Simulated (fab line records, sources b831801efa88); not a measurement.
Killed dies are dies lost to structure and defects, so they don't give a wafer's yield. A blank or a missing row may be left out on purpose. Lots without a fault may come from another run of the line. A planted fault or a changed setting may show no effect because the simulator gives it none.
Which tool did it? | flow sky130 | 13 lots, 39 wafers sampled, at 2 steps of a route of 708

WHAT THE GAUGES READ, wafer by wafer
SKY_RES_PROTECT_TW_MEAS_08. Usual: POLY_GATE_TW 3998, standard deviation 37.
lot  | measured     | on            | POLY_GATE_TW   | flag
L335 | day 15 10:32 | film_metro-01 | 4002 4019 4031 |
L336 | day 15 22:37 | film_metro-01 | 4017 4038 4023 |
L337 | day 15 23:49 | film_metro-03 | 3980 3989 4014 |
L338 | day 16 13:44 | film_metro-02 | 3953 3977 3966 |
L339 | day 16 21:02 | film_metro-01 | 3979 4006 4011 |
L340 | day 17 06:34 | film_metro-02 | 3980 3979 3940 |
L343 | day 18 05:17 | film_metro-02 | 3926 3942 3927 |
L344 | day 19 03:30 | film_metro-03 | 3994 3995 4003 |
L351 | day 21 13:01 | film_metro-03 | 4044 4040 4075 |
L354 | day 22 08:10 | film_metro-02 | 3939 3941 3943 |
L355 | day 22 16:56 | film_metro-01 | 3993 4020 4005 |
L356 | day 23 01:25 | film_metro-02 | 3973 3973 3949 |
L357 | day 23 22:27 | film_metro-01 | 3989 3996 3976 |

WHICH TOOL RAN EACH LOT (tool, then ch and the chambers of the sampled wafers, then the start)
lot  | SKY_PWDE_STRIP_09
L335 | plasma_asher-02 ch 0,1, day 4 03:04
L336 | plasma_asher-04 ch 0,1, day 4 10:17
L337 | plasma_asher-04 ch 1, day 4 12:19
L338 | plasma_asher-01 ch 0,1, day 4 19:04
L339 | plasma_asher-02 ch 0,1, day 5 02:51
L340 | plasma_asher-02 ch 0,1, day 5 07:01
L343 | plasma_asher-04 ch 0,1, day 5 21:21
L344 | plasma_asher-04 ch 0,1, day 6 03:58
L351 | plasma_asher-01 ch 0,1, day 8 00:29
L354 | plasma_asher-01 ch 0,1, day 8 11:43
L355 | plasma_asher-02 ch 0,1, day 8 18:22
L356 | plasma_asher-02 ch 0,1, day 9 04:16
L357 | plasma_asher-01 ch 0,1, day 9 05:48
- SKY_PWDE_STRIP_09: strips in O2/N2.

WHAT THE TOOLS THEMSELVES READ (means of the sampled wafers that have a number; where no wafer has one, the mark that the record gives instead)
SKY_PWDE_STRIP_09. Usual: drypump_motor_current_A 5.5 A, standard deviation 0.36; o2_flow_sccm 3001 sccm, standard deviation 9; oes_product_au 0.722 a.u., standard deviation 0.0044; strip_time_to_endpoint_s 36.88 s, standard deviation 0.086.
lot  | tool            | drypump_motor_current_A (A) | o2_flow_sccm (sccm) | oes_product_au (a.u.) | strip_time_to_endpoint_s (s) | flag
L335 | plasma_asher-02 | 5.4                         | 3005                | 0.723                 | 36.98                        |
L336 | plasma_asher-04 | 5.1                         | 2996                | 0.723                 | 36.89                        |
L337 | plasma_asher-04 | 5.0                         | 3008                | 0.726                 | 36.94                        |
L338 | plasma_asher-01 | 6.0                         | 3004                | 0.719                 | 37.09                        |
L339 | plasma_asher-02 | 5.4                         | 3002                | 0.723                 | 36.89                        |
L340 | plasma_asher-02 | 5.3                         | 3001                | 0.720                 | 36.90                        |
L343 | plasma_asher-04 | 5.1                         | 2997                | 0.719                 | 36.79                        |
L344 | plasma_asher-04 | 5.1                         | 3001                | 0.723                 | 36.92                        |
L351 | plasma_asher-01 | 6.0                         | 3001                | 0.721                 | 36.76                        |
L354 | plasma_asher-01 | 6.0                         | 3001                | 0.722                 | 36.86                        |
L355 | plasma_asher-02 | 5.3                         | 2994                | 0.726                 | 36.88                        |
L356 | plasma_asher-02 | 5.4                         | 3004                | 0.718                 | 36.79                        |
L357 | plasma_asher-01 | 5.9                         | 2997                | 0.719                 | 36.91                        |

THE ANSWER, worked out from the rows above alone
Rule: a lot is off if the mean of its wafers that have a number lies more than 3 standard deviations from the usual mean. A lot without any number at a reading at which 4 lots or more have one is off too. The other lots that the step has rows for count as sound. The gauges are gone through in route order, then the tools' own readings, and for those a lot's mean is taken as printed above. The first step at which some lot is off is used, and at that step the reading that is off furthest; a lot without a number counts as furthest.
No lot is off at any reading shown: from this, nothing can be told.

WHAT THE SIMULATOR HAD PUT IN
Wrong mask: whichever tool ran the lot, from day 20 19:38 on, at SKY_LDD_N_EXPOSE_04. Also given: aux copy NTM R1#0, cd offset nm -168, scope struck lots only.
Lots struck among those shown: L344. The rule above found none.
